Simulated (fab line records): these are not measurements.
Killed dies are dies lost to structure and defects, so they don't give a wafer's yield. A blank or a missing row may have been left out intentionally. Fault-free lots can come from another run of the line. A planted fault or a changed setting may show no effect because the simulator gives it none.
A lot that was struck, set against a sound lot / flow sky130 / 21 out of 708 route steps
Sound: these wafers, L636.1, L636.3, L636.6. Struck: wafers L650.2, L650.3, L650.4. Last of all comes the cause.
Order at every step that has rows: each side's tool, ch and its chambers, its first start. Under that, the readings that differ: sound wafers / struck wafers / difference of the means / sigmas: that difference in standard deviations of wafers without a fault.
alike: readings with means less than 2 such deviations apart, plus words and numbers identical on both sides. not compared: withheld readings, readings lacking a value on some wafer, bounds such as >300 that could conceal the same value, and numbers that have no deviation in the record and whose values overlap.
A row with sigmas, a row that says differs or no value, or rows on one side alone: a step with any of these is where the two part. Non-overlapping numbers with no deviation appear without sigmas and do not part them. A reading missing from all wafers of one side parts the sides only when that side holds two or more wafers.

first, 4 steps without rows for these wafers: SKY_METAL3_STRIP_20 (strips in post etch residue remover, time 1200 s); SKY_METAL3_CLEAN_21 (cleans in IPA, time 180 s); SKY_METAL3_CLEAN_22 (cleans in O3/DIW); SKY_VIA3_HDPCVD_00 (deposits SiO2, target thk 1635 nm, time 272.5 s).
SKY_VIA3_THK_MEAS_01:
  sound on filmMetro-04, day 39 18:09; struck on filmMetro-03, day 43 21:04
  alike: VIA3_HDPCVD_THK
SKY_VIA3_CMP_02: polishes SiO2.
  sound on cmp-02 ch 0,1,2, day 39 18:16; struck on cmp-01 ch 1,2,3, day 43 21:07
  alike: motorCurrentA
SKY_VIA3_BOW_MEAS_03:
  sound on filmMetro-01, day 39 18:31; struck on filmMetro-04, day 43 21:26
  alike: VIA3_BOW
then, 5 steps without rows for these wafers: SKY_VIA3_DEHYDRATE_04 (time 60 s); SKY_VIA3_HMDS_05 (prime time 60 s); SKY_VIA3_COAT_06 (resist thk 60 nm); SKY_VIA3_COAT_07 (resist thk 450 nm); SKY_VIA3_SOFTBAKE_08 (time 90 s).
SKY_VIA3_EXPOSE_09: exposes mask VIM3, target cd 200 nm.
  sound on krfScanner-02 ch 0, day 40 06:52; struck on krfScanner-02 ch 0, day 44 08:56
  alike: mask, stageVelMmS
then, 2 steps without rows for these wafers: SKY_VIA3_PEB_10; SKY_VIA3_DEVELOP_11 (develop time 60 s).
SKY_VIA3_CD_MEAS_12: target cd 200 nm.
  sound on cdSem-01, day 40 18:33; struck on cdSem-01, day 44 19:44
reading=cdNm (nm); sound=199.5 200.0 199.3; struck=179.9 188.9 181.0; difference=-16.3; sigmas=-13
SKY_VIA3_OVL_MEAS_13:
  sound on overlay-01, day 40 18:40; struck on overlay-02, day 44 19:51
  alike: VIA3_OVL
SKY_VIA3_ETCH_14: etches BARC in N2/H2, stops on SiO2, time 45.9 s, target depth 60 nm.
  sound on rieDiel-04 ch 2,3, day 40 18:42; struck on rieDiel-04 ch 0,2,3, day 44 19:53
reading=model.VIA3.cdNm (nm); sound=199.4 200.3 199.1; struck=180.3 189.2 181.4; difference=-16.0; sigmas=
  alike: drypumpMotorCurrentA, oesProductAu, throttleValvePct
  not compared: rfHoursCounterH
SKY_VIA3_ETCH_15: etches SiO2 in C4F8/O2/Ar, stops on TiN, target depth 507 nm, time 78 s.
  sound on rieDiel-04 ch 2,3, day 40 18:45; struck on rieDiel-04 ch 0,2,3, day 44 19:55
reading=model.VIA3.cdNm (nm); sound=197.8 201.5 199.7; struck=181.4 190.4 182.6; difference=-14.9; sigmas=
  alike: oesProductAu
  not compared: rfHoursCounterH
SKY_VIA3_STRIP_16: strips in O2/N2.
  sound on plasmaAsher-02 ch 0,1, day 40 18:49; struck on plasmaAsher-04 ch 0,1, day 44 19:59
  alike: drypumpMotorCurrentA, oesProductAu, stripTimeToEndpointS
  not compared: rfHoursCounterH
-- the record jumps here: 5 days lie between the struck wafers' starts before and after (it left off in module VIA3 and takes up again in module PAD_OPEN, whose first step shown is number 708 of the route) --
SKY_PAD_OPEN_PROBE_99:
  sound on prober-02, day 46 16:02; struck on prober-02, day 50 01:07
reading=model.etest.via3Chain.rcOhm; sound=10.04 9.627 9.93; struck=11.6 10.98 11.29; difference=+1.4; sigmas=
  alike: defectLimitedYield, killed_at_M0_to_M3, killed_at_M4_up, killedAtContacts, killedAtFrontEnd, killedAtOther, killedDies, killedOpen, killedShort, sort_bin_3_pad_short, sort_bin_5_function, sort_bin_6_memory, sortNPass, sortYieldPct

## WHERE THEY PART
SKY_VIA3_CD_MEAS_12 only, going by this record. Later steps at which nothing parts them and some readings are alike: SKY_VIA3_OVL_MEAS_13, SKY_VIA3_ETCH_14, SKY_VIA3_ETCH_15, SKY_VIA3_STRIP_16, SKY_PAD_OPEN_PROBE_99.

WHY: what had been put in by the simulator
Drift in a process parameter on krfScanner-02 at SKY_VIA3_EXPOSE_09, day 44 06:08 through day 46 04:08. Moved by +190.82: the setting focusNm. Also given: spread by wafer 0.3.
